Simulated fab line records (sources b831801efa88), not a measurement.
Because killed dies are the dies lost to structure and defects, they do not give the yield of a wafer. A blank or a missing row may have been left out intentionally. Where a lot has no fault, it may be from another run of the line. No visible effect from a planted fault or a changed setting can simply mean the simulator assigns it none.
fab line records	flow sky130
record lots=10	wafers=30	lastDay=50
route steps=708 shown LI_CONTACT@376 LOCAL_INTERCONNECT@402 PAD_OPEN@708
lots that met no fault: from a run of the same line without faults
startH: the number of hours between the record's first day and the start of the first shown wafer of the lot	waitH: how many hours have passed since the lot's step before this one	" as in the row above	L1.1+2: a single row standing in for several wafers	- no value, or no start was given	* or withheld: withheld	< > ~ a bound
route shown NAME@n: NAME is a module with steps in the file, n the number in the route of the first one	usual: mean/standard deviation of fault-free wafers	same: alike in all rows	chamber/n: place in a boat	sites: per-site readings	_std_site: standard deviation of those values	_edge_site: inner sites' mean taken away from outer sites' mean	radiusMm: for every site, how far away it sits from the centre of the wafer	mask NAME#n: copy n	behind: the tool/chamber that last shaped the wafer	hold: what put the lot on hold/how long, in hours/how the hold closed	device: the n, p or np transistor that did not switch	end of line: tests of these same wafers at the route's end	where a step has no rows: the recipe by itself	killed: at the first sort, the dies lost to defects and structure; wafer yield is something else	map: shows each die of a wafer: x if killed, . if not, _ if none is there
set.NAME: setting as actually run; set.NAME@STEP: the setting as run at that earlier step	model.NAME: the simulator's own value behind a step, which no gauge read
route steps across a sampled set of lots; one table per step, one row per wafer
services: a tool's chamber out of use, with start hour (startH, from the record's first day; less than 0 if before it), hours out, and reason
## steps
# step SKY_LI_CONTACT_ETCH_14
# recipe chemistry=N2/H2	target=BARC	ionEnergyEv=200	sourceW=500	biasW=100	pressureMtorr=30	n2FlowSccm=100	h2FlowSccm=200	stopOn=SiO2	timeS=45.9	targetDepthA=600
# usual drypumpMotorCurrentA=5.9/0.48	oesProductAu=0.855/0.0044	throttleValvePct=13.225/0.0092
lot.wafer	tool	chamber	startH	waitH	drypumpMotorCurrentA	oesProductAu	rfHoursCounterH	throttleValvePct
L325.1	rieDiel-04	3	693.84	0.0	6.5	0.856	47	13.235
L325.2	"	2	"	"	6.3	0.860	4	13.239
L325.3	"	0	"	"	5.6	0.853	42	13.209
L327.3	rieDiel-04	2	701.33	0.0	6.3	0.853	4	13.222
L327.5	"	1	"	"	5.6	0.854	-	13.234
L327.6	"	0	"	"	5.6	0.850	-	13.239
L330.2	rieDiel-01	2	741.14	0.0	5.6	0.862	7	13.226
L330.4	"	3	"	"	6.6	0.862	10	13.235
L330.5	"	0	"	"	5.3	0.857	-	13.219
L332.1	rieDiel-04	0	758.99	0.0	5.6	0.854	43	13.216
L332.4	"	0	"	"	5.6	0.855	-	13.222
L332.5	"	2	"	"	6.4	0.856	-	13.228
L337.1	rieDiel-02	3	789.21	0.0	6.4	0.856	33	13.216
L337.2	"	2	"	"	6.3	0.853	13	13.211
L337.6	"	0	"	"	5.6	0.856	-	13.214
L338.1	rieDiel-02	0	795.64	0.0	5.6	0.856	18	13.233
L338.2	"	2	"	"	6.4	0.860	13	13.223
L338.5	"	0	"	"	5.6	0.856	-	13.211
L344.3	rieDiel-01	3	827.56	0.0	6.6	0.847	13	13.226
L344.5	"	0	"	"	5.2	0.851	-	13.219
L344.6	"	3	"	"	6.7	0.844	-	13.217
L345.2	rieDiel-01	1	834.19	0.0	5.4	0.858	17	13.226
L345.3	"	2	"	"	5.6	0.855	9	13.216
L345.6	"	2	"	"	5.6	0.850	-	13.229
L346.1	rieDiel-02	1	841.77	0.0	6.1	0.846	17	13.231
L346.3	"	0	"	"	5.6	0.848	19	13.228
L346.5	"	0	"	"	5.6	0.856	-	13.230
L347.2	rieDiel-01	1	863.02	0.0	5.4	0.851	18	13.228
L347.3	"	3	"	"	6.7	0.856	14	13.215
L347.5	"	3	"	"	6.7	0.855	-	13.217
# step SKY_LI_CONTACT_ETCH_15
# recipe target=PSG	chemistry=C4F8/O2/Ar	stopOn=Si	taperDeg=4.15	maskMaterial=KrF-thick	sourceW=1500	biasW=1200	pressureMtorr=40	c4f8FlowSccm=withheld	O2_flow_sccm=6	Ar_flow_sccm=300	timeS=withheld	targetDepthA=6000
# usual oesProductAu=0.838/0.0041
lot.wafer	tool	chamber	startH	waitH	oesProductAu
L325.1	rieDiel-04	3	693.88	0.0	0.835
L325.2	"	2	"	"	0.843
L325.3	"	0	"	"	0.844
L327.3	rieDiel-04	2	701.37	0.0	0.827
L327.5	"	1	"	"	0.839
L327.6	"	0	"	"	0.841
L330.2	rieDiel-01	2	741.18	0.0	0.844
L330.4	"	3	"	"	0.840
L330.5	"	0	"	"	0.837
L332.1	rieDiel-04	0	759.03	0.0	0.836
L332.4	"	0	"	"	0.839
L332.5	"	2	"	"	0.828
L337.1	rieDiel-02	3	789.25	0.0	0.842
L337.2	"	2	"	"	0.842
L337.6	"	0	"	"	0.838
L338.1	rieDiel-02	0	795.68	0.0	0.835
L338.2	"	2	"	"	0.836
L338.5	"	0	"	"	0.838
L344.3	rieDiel-01	3	827.60	0.0	0.842
L344.5	"	0	"	"	0.835
L344.6	"	3	"	"	0.839
L345.2	rieDiel-01	1	834.23	0.0	0.838
L345.3	"	2	"	"	0.840
L345.6	"	2	"	"	0.848
L346.1	rieDiel-02	1	841.81	0.0	0.834
L346.3	"	0	"	"	0.833
L346.5	"	0	"	"	0.841
L347.2	rieDiel-01	1	863.06	0.0	0.837
L347.3	"	3	"	"	0.840
L347.5	"	3	"	"	0.832
# step SKY_LI_CONTACT_CVD_21
# recipe material=W	targetThkNm=400	timeS=120.56	tempC=400	pressureTorr=40
# usual heaterPowerW=874/82
lot.wafer	tool	chamber	startH	waitH	heaterPowerW
L325.1	cvdW-01	1	694.40	0.0	1027
L325.2	"	0	"	"	900
L325.3	"	1	"	"	1033
L327.3	cvdW-02	1	701.96	0.1	836
L327.5	"	1	"	"	790
L327.6	"	0	"	"	800
L330.2	cvdW-01	1	741.72	0.0	1026
L330.4	"	1	"	"	994
L330.5	"	1	"	"	1002
L332.1	cvdW-01	0	759.55	0.0	893
L332.4	"	0	"	"	890
L332.5	"	1	"	"	1015
L337.1	cvdW-02	1	789.78	0.0	828
L337.2	"	0	"	"	803
L337.6	"	0	"	"	799
L338.1	cvdW-02	1	796.20	0.0	833
L338.2	"	0	"	"	790
L338.5	"	0	"	"	786
L344.3	cvdW-01	1	828.17	0.1	1032
L344.5	"	0	"	"	919
L344.6	"	1	"	"	1019
L345.2	cvdW-01	0	834.75	0.0	900
L345.3	"	1	"	"	978
L345.6	"	0	"	"	878
L346.1	cvdW-01	0	842.32	0.0	888
L346.3	"	0	"	"	902
L346.5	"	0	"	"	886
L347.2	cvdW-01	0	863.57	0.0	911
L347.3	"	0	"	"	897
L347.5	"	0	"	"	892
# step SKY_LI_CONTACT_RS_MEAS_22
# recipe thkMeasGauge=four-point-probe	reads=W_of_LI_CONTACT_CVD_21+TiN_of_LI_CONTACT_SPUTTER_20+Ti_of_LI_CONTACT_SPUTTER_19
# usual LI_CONTACT_W_RS=0.285/0.0054
lot.wafer	tool	chamber	startH	waitH	LI_CONTACT_W_RS[ohm/sq]
L325.1	filmMetro-04	-	694.53	0.1	0.286
L325.2	"	-	"	"	0.287
L325.3	"	-	"	"	0.283
L327.3	filmMetro-04	-	702.08	0.1	0.279
L327.5	"	-	"	"	0.280
L327.6	"	-	"	"	0.294
L330.2	filmMetro-01	-	741.86	0.1	0.277
L330.4	"	-	"	"	0.277
L330.5	"	-	"	"	0.664
L332.1	filmMetro-02	-	759.68	0.1	0.659
L332.4	"	-	"	"	0.289
L332.5	"	-	"	"	0.675
L337.1	filmMetro-01	-	789.91	0.1	0.277
L337.2	"	-	"	"	0.289
L337.6	"	-	"	"	0.289
L338.1	filmMetro-04	-	796.33	0.1	0.280
L338.2	"	-	"	"	0.294
L338.5	"	-	"	"	0.294
L344.3	filmMetro-02	-	828.30	0.1	0.285
L344.5	"	-	"	"	0.289
L344.6	"	-	"	"	0.286
L345.2	filmMetro-02	-	834.90	0.1	0.289
L345.3	"	-	"	"	0.289
L345.6	"	-	"	"	0.288
L346.1	filmMetro-01	-	842.45	0.1	0.283
L346.3	"	-	"	"	0.287
L346.5	"	-	"	"	0.286
L347.2	filmMetro-04	-	863.72	0.1	0.288
L347.3	"	-	"	"	0.286
L347.5	"	-	"	"	0.292
# step SKY_LI_CONTACT_THK_MEAS_23
# recipe thkMeasGauge=xrf	reads=W_of_LI_CONTACT_CVD_21
# usual LI_CONTACT_W_THK=387/7.5
lot.wafer	tool	chamber	startH	waitH	LI_CONTACT_W_THK[nm]
L325.1	filmMetro-04	-	694.65	0.1	383
L325.2	"	-	"	"	381
L325.3	"	-	"	"	384
L327.3	filmMetro-04	-	702.18	0.1	398
L327.5	"	-	"	"	395
L327.6	"	-	"	"	378
L330.2	filmMetro-01	-	741.97	0.1	392
L330.4	"	-	"	"	391
L330.5	"	-	"	"	168
L332.1	filmMetro-02	-	759.80	0.1	170
L332.4	"	-	"	"	383
L332.5	"	-	"	"	167
L337.1	filmMetro-01	-	790.03	0.1	398
L337.2	"	-	"	"	382
L337.6	"	-	"	"	383
L338.1	filmMetro-04	-	796.45	0.1	391
L338.2	"	-	"	"	372
L338.5	"	-	"	"	374
L344.3	filmMetro-02	-	828.40	0.1	387
L344.5	"	-	"	"	379
L344.6	"	-	"	"	384
L345.2	filmMetro-02	-	835.01	0.1	381
L345.3	"	-	"	"	381
L345.6	"	-	"	"	382
L346.1	filmMetro-01	-	842.57	0.1	382
L346.3	"	-	"	"	383
L346.5	"	-	"	"	384
L347.2	filmMetro-04	-	863.83	0.1	382
L347.3	"	-	"	"	385
L347.5	"	-	"	"	378
# step SKY_LI_CONTACT_CMP_24
# recipe stopOn=PSG	tOverpolishS=20	downForcePsi=3.5	platenRpm=60	targetThkNm=0	padVelocityMS=0.94248
# usual motorCurrentA=11.1/0.98	slurryFlowMlMin=150.0/0.52	timeToEndpointS=97/3.8
lot.wafer	tool	chamber	startH	waitH	motorCurrentA	slurryFlowMlMin	timeToEndpointS
L325.3	cmp-02	0	694.71	0.0	10.9	150.3	99
L325.2	"	2	"	"	11.6	150.0	104
L325.1	"	3	"	"	11.2	149.3	99
L327.3	cmp-02	1	702.27	0.1	12.4	149.9	104
L327.5	"	0	"	"	11.6	149.5	98
L327.6	"	1	"	"	12.0	149.5	92
L330.2	cmp-02	3	742.07	0.1	11.5	150.2	98
L330.4	"	1	"	"	12.7	150.6	94
L330.5	"	2	"	"	12.1	149.3	43
L332.4	cmp-02	2	760.03	0.2	11.7	149.2	95
L332.1	"	3	"	"	11.1	150.2	41
L332.5	"	2	"	"	11.0	149.8	41
L337.1	cmp-02	3	790.19	0.1	11.1	150.1	97
L337.2	"	0	"	"	10.6	149.9	89
L337.6	"	1	"	"	12.3	149.8	90
L338.2	cmp-01	2	796.56	0.1	10.6	150.8	99
L338.1	"	3	"	"	9.4	149.6	100
L338.5	"	2	"	"	10.6	150.8	101
L344.3	cmp-02	2	828.54	0.1	11.4	149.4	95
L344.6	"	0	"	"	10.5	150.6	90
L344.5	"	1	"	"	11.4	150.2	89
L345.2	cmp-01	0	835.06	0.0	13.0	149.4	100
L345.3	"	3	"	"	9.8	149.2	97
L345.6	"	1	"	"	9.9	149.8	99
L346.3	cmp-01	2	842.63	0.0	10.4	150.8	100
L346.1	"	0	"	"	12.3	149.3	99
L346.5	"	2	"	"	10.8	149.0	98
L347.2	cmp-01	0	863.88	0.0	11.7	150.1	98
L347.3	"	1	"	"	9.7	149.4	98
L347.5	"	0	"	"	12.3	149.5	95
# step SKY_LOCAL_INTERCONNECT_STRIP_15
# recipe chemistry=O2/N2	powerW=1400	pressureMtorr=1500	platenTempC=withheld	o2FlowSccm=3000	n2FlowSccm=300	overashFraction=0.5
# usual drypumpMotorCurrentA=5.8/0.32	oesProductAu=0.427/0.0046	stripTimeToEndpointS=4.733/0.022
lot.wafer	tool	chamber	startH	waitH	drypumpMotorCurrentA	oesProductAu	rfHoursCounterH	stripTimeToEndpointS
L325.1	plasmaAsher-04	0	722.48	0.0	5.8	0.426	58	4.729
L325.2	"	1	"	"	5.3	0.422	58	4.732
L325.3	"	0	"	"	5.8	0.421	-	4.731
L327.3	plasmaAsher-02	1	730.72	0.1	5.4	0.425	-	4.716
L327.5	"	0	"	"	6.2	0.429	-	4.711
L327.6	"	1	"	"	5.4	0.430	-	4.719
L330.2	plasmaAsher-04	1	769.73	0.0	5.3	0.425	63	4.728
L330.4	"	1	"	"	5.3	0.422	-	4.725
L330.5	"	0	"	"	5.8	0.429	-	4.749
L332.1	plasmaAsher-01	1	787.08	0.0	6.1	0.432	4	4.781
L332.4	"	0	"	"	5.7	0.425	-	4.745
L332.5	"	1	"	"	6.1	0.428	-	4.747
L337.1	plasmaAsher-04	0	815.71	0.0	5.8	0.424	68	4.775
L337.2	"	1	"	"	5.4	0.431	68	4.742
L337.6	"	0	"	"	5.8	0.429	-	4.756
L338.1	plasmaAsher-01	0	822.30	0.1	5.7	0.432	8	4.736
L338.2	"	1	"	"	6.2	0.429	8	4.740
L338.5	"	0	"	"	5.7	0.427	-	4.727
L344.3	plasmaAsher-01	1	854.89	0.1	6.1	0.421	-	4.670
L344.5	"	0	"	"	5.7	0.428	-	4.707
L344.6	"	1	"	"	6.1	0.426	-	4.722
L345.2	plasmaAsher-04	1	861.33	0.0	5.4	0.423	72	4.761
L345.3	"	1	"	"	5.3	0.424	-	4.726
L345.6	"	1	"	"	5.4	0.420	-	4.729
L346.1	plasmaAsher-02	0	869.15	0.0	6.2	0.423	43	4.761
L346.3	"	0	"	"	6.2	0.428	-	4.755
L346.5	"	0	"	"	6.3	0.421	-	4.762
L347.2	plasmaAsher-01	1	890.44	0.1	6.1	0.420	14	4.706
L347.3	"	0	"	"	5.7	0.426	-	4.703
L347.5	"	1	"	"	6.1	0.426	-	4.703
# step SKY_PAD_OPEN_PROBE_99
# usual killed_at_M0_to_M3=43/6.8	killed_at_M4_up=3.2/1.8	killedAtContacts=24/6.2	killedAtFrontEnd=15/4.7	killedAtOther=0.4/0.63	killedDies=86/9.6	killedOpen=47/6.9	killedShort=39/6.3
# same grossDies=492	killedAtBackSide=0
lot.wafer	tool	chamber	startH	waitH	killed_at_M0_to_M3	killed_at_M4_up	killedAtContacts	killedAtFrontEnd	killedAtOther	killedDies	killedOpen	killedShort
L325.1	prober-02	-	1080.48	0.1	41	2	27	16	0	86	51	34
L325.2	prober-02	-	1080.53	0.1	51	4	22	22	0	99	58	41
L325.3	prober-02	-	1080.58	0.2	39	1	27	18	0	85	50	34
L327.3	prober-02	-	1091.11	0.2	47	0	17	8	1	73	45	28
L327.5	prober-02	-	1091.21	0.2	41	2	26	5	0	74	49	25
L327.6	prober-02	-	1091.26	0.2	49	0	21	8	1	79	43	35
L330.2	prober-01	-	1119.08	0.1	49	3	26	16	0	94	62	32
L330.4	prober-01	-	1119.18	0.2	42	3	25	13	1	84	43	40
L330.5	prober-01	-	1119.23	0.2	43	4	25	16	0	88	52	36
L332.1	prober-01	-	1131.72	0.1	44	5	33	18	0	100	56	42
L332.4	prober-01	-	1131.87	0.2	39	7	18	18	0	82	40	41
L332.5	prober-01	-	1131.92	0.2	40	1	41	11	0	93	42	49
L337.1	prober-02	-	1156.86	0.1	51	3	22	17	0	93	49	44
L337.2	prober-02	-	1156.91	0.1	47	4	21	6	0	78	46	32
L337.6	prober-02	-	1157.11	0.2	34	5	17	21	1	78	44	34
L338.1	prober-02	-	1160.88	0.1	49	3	24	14	1	91	43	45
L338.2	prober-02	-	1160.93	0.1	49	6	16	23	0	94	55	39
L338.5	prober-02	-	1161.08	0.2	40	4	27	15	1	87	44	42
L344.3	prober-01	-	1178.96	0.2	39	3	9	14	1	66	30	34
L344.5	prober-01	-	1179.06	0.2	38	4	29	19	0	90	44	45
L344.6	prober-01	-	1179.11	0.2	46	3	32	11	0	92	53	37
L345.2	prober-02	-	1185.06	0.1	43	3	29	15	1	91	40	51
L345.3	prober-02	-	1185.11	0.2	60	5	28	10	0	103	64	39
L345.6	prober-02	-	1185.26	0.2	42	5	24	11	0	82	42	40
L346.1	prober-01	-	1191.73	0.1	32	1	24	13	0	70	39	31
L346.3	prober-01	-	1191.83	0.2	42	4	33	9	0	88	46	42
L346.5	prober-01	-	1191.93	0.2	31	5	26	11	1	74	43	30
L347.2	prober-01	-	1202.27	0.1	37	4	20	6	0	67	31	36
L347.3	prober-01	-	1202.32	0.2	31	3	15	14	0	63	34	27
L347.5	prober-01	-	1202.42	0.2	36	3	14	13	0	66	35	31
# killed by level:class
L325.1 LI_CONTACT:geometricParticle:open=11 CONTACT:geometricParticle:open=10 METAL1:geometricParticle:short=8 VIA1:geometricParticle:open=8 VIA2:geometricParticle:open=8 FIELD_ISO:geometricParticle:open=4 FIELD_ISO:geometricParticle:short=4 VIA1:geometricParticle:short=4
L325.2 VIA1:geometricParticle:open=17 LI_CONTACT:geometricParticle:open=11 VIA1:geometricParticle:short=9 METAL2:geometricParticle:short=7 FIELD_ISO:geometricParticle:short=6 CONTACT:geometricParticle:open=6 VIA2:geometricParticle:open=6 POLY_GATE:geometricParticle:open=5
L325.3 CONTACT:geometricParticle:open=14 VIA1:geometricParticle:open=11 POLY_GATE:geometricParticle:open=5 LI_CONTACT:geometricParticle:open=5 VIA1:geometricParticle:short=5 VIA2:geometricParticle:open=5 METAL2:geometricParticle:short=5 FIELD_ISO:geometricParticle:short=4
L327.3 VIA1:geometricParticle:open=15 LI_CONTACT:geometricParticle:open=6 CONTACT:geometricParticle:open=6 VIA2:geometricParticle:open=5 METAL2:geometricParticle:short=5 METAL1:geometricParticle:short=4 VIA3:geometricParticle:open=4 VIA1:geometricParticle:short=3
L327.5 LI_CONTACT:geometricParticle:open=11 VIA1:geometricParticle:open=9 VIA3:geometricParticle:open=9 CONTACT:geometricParticle:open=8 VIA1:geometricParticle:short=6 VIA2:geometricParticle:open=5 LI_CONTACT:geometricParticle:short=3 METAL1:geometricParticle:open=3
L327.6 VIA1:geometricParticle:open=15 VIA2:geometricParticle:open=7 LOCAL_INTERCONNECT:geometricParticle:short=6 VIA3:geometricParticle:open=6 METAL2:geometricParticle:short=5 LI_CONTACT:geometricParticle:open=4 CONTACT:geometricParticle:short=4 CONTACT:geometricParticle:open=4
L330.2 VIA1:geometricParticle:open=18 LI_CONTACT:geometricParticle:open=9 CONTACT:geometricParticle:open=9 VIA1:geometricParticle:short=6 FIELD_ISO:geometricParticle:open=5 METAL1:geometricParticle:short=5 VIA3:geometricParticle:short=5 VIA3:geometricParticle:open=5
L330.4 VIA2:geometricParticle:open=11 METAL1:geometricParticle:short=8 VIA1:geometricParticle:open=8 CONTACT:geometricParticle:open=7 LI_CONTACT:geometricParticle:short=6 CONTACT:geometricParticle:short=6 LI_CONTACT:geometricParticle:open=5 VIA1:geometricParticle:short=4
L330.5 CONTACT:geometricParticle:open=12 VIA1:geometricParticle:open=12 LI_CONTACT:geometricParticle:open=7 POLY_GATE:geometricParticle:open=6 VIA2:geometricParticle:open=6 VIA3:geometricParticle:open=5 POLY_GATE:geometricParticle:short=4 CONTACT:geometricParticle:short=4
L332.1 LI_CONTACT:geometricParticle:open=14 VIA3:geometricParticle:open=9 CONTACT:geometricParticle:open=8 FIELD_ISO:geometricParticle:short=7 VIA1:geometricParticle:open=7 LI_CONTACT:geometricParticle:short=5 VIA2:geometricParticle:open=5 METAL1:geometricParticle:short=4
L332.4 CONTACT:geometricParticle:open=8 VIA1:geometricParticle:open=7 VIA3:geometricParticle:open=7 METAL4:geometricParticle:short=7 LI_CONTACT:geometricParticle:short=6 VIA2:geometricParticle:open=5 FIELD_ISO:geometricParticle:short=4 VIA1:geometricParticle:short=4
L332.5 CONTACT:geometricParticle:open=14 LOCAL_INTERCONNECT:geometricParticle:short=11 METAL2:geometricParticle:short=9 LI_CONTACT:geometricParticle:open=7 VIA1:geometricParticle:open=6 VIA2:geometricParticle:short=6 LI_CONTACT:geometricParticle:short=5 METAL1:geometricParticle:short=5
L337.1 VIA1:geometricParticle:open=13 METAL2:geometricParticle:short=8 CONTACT:geometricParticle:open=8 LI_CONTACT:geometricParticle:open=7 VIA1:geometricParticle:short=7 POLY_GATE:geometricParticle:short=6 VIA3:geometricParticle:open=6 VIA2:geometricParticle:open=4
L337.2 VIA1:geometricParticle:open=10 LI_CONTACT:geometricParticle:open=7 CONTACT:geometricParticle:open=7 METAL1:geometricParticle:short=7 VIA3:geometricParticle:open=7 VIA2:geometricParticle:open=6 METAL2:geometricParticle:short=5 CONTACT:geometricParticle:short=4
L337.6 VIA1:geometricParticle:open=7 CONTACT:geometricParticle:open=6 VIA3:geometricParticle:open=6 FIELD_ISO:geometricParticle:open=5 POLY_GATE:geometricParticle:open=5 METAL2:geometricParticle:short=5 FIELD_ISO:geometricParticle:short=4 POLY_GATE:geometricParticle:short=4
L338.1 VIA3:geometricParticle:open=10 METAL2:geometricParticle:short=9 VIA2:geometricParticle:open=7 CONTACT:geometricParticle:open=7 VIA1:geometricParticle:short=6 VIA1:geometricParticle:open=6 LI_CONTACT:geometricParticle:open=5 LOCAL_INTERCONNECT:geometricParticle:short=5
L338.2 VIA1:geometricParticle:open=11 CONTACT:geometricParticle:open=8 POLY_GATE:geometricParticle:short=6 VIA2:geometricParticle:open=6 VIA3:geometricParticle:open=6 FIELD_ISO:geometricParticle:short=5 VIA1:geometricParticle:short=5 METAL2:geometricParticle:short=5
L338.5 VIA1:geometricParticle:open=9 VIA3:geometricParticle:open=8 LI_CONTACT:geometricParticle:open=7 VIA1:geometricParticle:short=7 CONTACT:geometricParticle:open=6 FIELD_ISO:geometricParticle:short=5 LI_CONTACT:geometricParticle:short=5 CONTACT:geometricParticle:short=5
L344.3 VIA3:geometricParticle:open=8 VIA3:geometricParticle:short=5 VIA1:geometricParticle:open=5 METAL2:geometricParticle:short=4 CONTACT:geometricParticle:open=4 METAL1:geometricParticle:short=4 SPACER:geometricParticle:short=3 METAL3:geometricParticle:short=3
L344.5 CONTACT:geometricParticle:open=9 LOCAL_INTERCONNECT:geometricParticle:short=8 VIA2:geometricParticle:open=8 FIELD_ISO:geometricParticle:short=5 LI_CONTACT:geometricParticle:open=5 CONTACT:geometricParticle:short=5 VIA1:geometricParticle:open=5 METAL2:geometricParticle:short=5
L344.6 LI_CONTACT:geometricParticle:open=12 VIA1:geometricParticle:open=12 CONTACT:geometricParticle:open=11 VIA1:geometricParticle:short=7 METAL2:geometricParticle:short=6 VIA2:geometricParticle:open=6 CONTACT:geometricParticle:short=5 FIELD_ISO:geometricParticle:short=3
L345.2 CONTACT:geometricParticle:open=12 CONTACT:geometricParticle:short=8 METAL1:geometricParticle:short=8 METAL2:geometricParticle:short=8 FIELD_ISO:geometricParticle:short=5 VIA2:geometricParticle:open=5 POLY_GATE:geometricParticle:open=5 VIA3:geometricParticle:open=5
L345.3 VIA1:geometricParticle:open=13 CONTACT:geometricParticle:open=11 VIA3:geometricParticle:open=11 LI_CONTACT:geometricParticle:open=9 VIA2:geometricParticle:open=9 METAL1:geometricParticle:short=7 VIA3:geometricParticle:short=6 METAL2:geometricParticle:short=4
L345.6 VIA1:geometricParticle:open=9 CONTACT:geometricParticle:open=7 METAL2:geometricParticle:short=7 VIA2:geometricParticle:open=7 LOCAL_INTERCONNECT:geometricParticle:short=6 CONTACT:geometricParticle:short=5 VIA3:geometricParticle:open=4 LI_CONTACT:geometricParticle:open=4
L346.1 VIA1:geometricParticle:open=11 CONTACT:geometricParticle:open=9 FIELD_ISO:geometricParticle:open=5 LI_CONTACT:geometricParticle:open=5 CONTACT:geometricParticle:short=5 LI_CONTACT:geometricParticle:short=4 METAL1:geometricParticle:short=4 VIA1:geometricParticle:short=4
L346.3 LI_CONTACT:geometricParticle:open=12 VIA1:geometricParticle:open=8 CONTACT:geometricParticle:short=7 CONTACT:geometricParticle:open=7 METAL2:geometricParticle:short=6 VIA3:geometricParticle:open=6 VIA2:geometricParticle:open=5 LOCAL_INTERCONNECT:geometricParticle:short=4
L346.5 LI_CONTACT:geometricParticle:open=10 CONTACT:geometricParticle:open=7 POLY_GATE:geometricParticle:open=6 VIA2:geometricParticle:open=6 VIA1:geometricParticle:open=6 LI_CONTACT:geometricParticle:short=5 METAL1:geometricParticle:short=5 METAL4:geometricParticle:short=4
L347.2 VIA1:geometricParticle:open=13 CONTACT:geometricParticle:short=8 CONTACT:geometricParticle:open=6 VIA3:geometricParticle:open=6 VIA1:geometricParticle:short=5 METAL1:geometricParticle:short=4 LI_CONTACT:geometricParticle:short=3 METAL4:geometricParticle:short=3
L347.3 VIA1:geometricParticle:open=10 CONTACT:geometricParticle:open=7 FIELD_ISO:geometricParticle:open=5 LOCAL_INTERCONNECT:geometricParticle:short=4 VIA3:geometricParticle:short=4 VIA3:geometricParticle:open=4 POLY_GATE:geometricParticle:short=3 VIA1:geometricParticle:short=3
L347.5 CONTACT:geometricParticle:open=8 VIA2:geometricParticle:short=6 METAL2:geometricParticle:short=6 POLY_GATE:geometricParticle:open=5 VIA3:geometricParticle:open=5 LI_CONTACT:geometricParticle:open=4 VIA3:geometricParticle:short=4 FIELD_ISO:geometricParticle:open=3
## services
tool	chamber	startH	hours	kind
rieDiel-04	2	671.14	2.8	repair
rieDiel-01	2	673.99	3.5	repair
cvdW-01	-	675.21	2.3	repair
rieDiel-02	1	708.36	2.1	repair
cmp-02	-	711.72	8.9	repair
rieDiel-01	0	719.81	10.0	repair
cmp-02	-	729.73	4.8	pm
plasmaAsher-01	-	733.75	9.0	pm
cmp-01	-	757.05	4.0	pm
cmp-02	-	761.05	9.3	pm
rieDiel-04	2	761.99	6.4	repair
cvdW-01	-	764.03	6.9	pm
rieDiel-02	-	780.89	0.5	repair
rieDiel-01	0	784.14	9.5	repair
rieDiel-01	-	791.67	2.8	pm
rieDiel-02	2	814.58	6.8	repair
cvdW-01	-	814.64	1.0	repair
rieDiel-01	0	818.92	8.0	repair
cmp-02	-	822.07	1.0	repair
plasmaAsher-01	-	838.92	3.3	repair
rieDiel-04	0	866.89	2.3	repair
rieDiel-02	2	867.48	40.0	repair
rieDiel-04	0	870.98	1.5	repair
cvdW-01	-	890.37	1.3	repair
## key
firstSign step=SKY_LI_CONTACT_RS_MEAS_22	reading=LI_CONTACT_W_RS	direction=up	sigmas=71	usual=0.285	struck=0.666
effect step=SKY_LI_CONTACT_THK_MEAS_23	reading=LI_CONTACT_W_THK	direction=down	sigmas=29	usual=387	struck=168
effect step=SKY_LI_CONTACT_CMP_24	reading=timeToEndpointS	direction=down	sigmas=14	usual=*	struck=*
metAt SKY_LI_CONTACT_CVD_21
struckLots L330,L332
struckWafers L330.5,L332.1,L332.5
testerLeftOut L330,L332
notActingAt SKY_LI_CONTACT_ETCH_14,SKY_LI_CONTACT_ETCH_15,SKY_LOCAL_INTERCONNECT_STRIP_15
onsetBetween 694.40 741.72
fault kind=processParameterDrift	tool=cvdW-01	chamber=-	onsetH=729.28	steps=SKY_LI_CONTACT_CVD_21	channel=targetThkNm	offset=-235.61	shape=step	endH=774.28	scope=struckWafersOnly	actsIn=theseRecipesOnly	stated=400
# testerLeftOut: of these lots the tester's yield and bins aren't shown, on N5 and GAA mostly nor the transistor test; their killed dies are dies lost to structure and defects alone, not to doping, threshold or leakage, so they don't give the yield
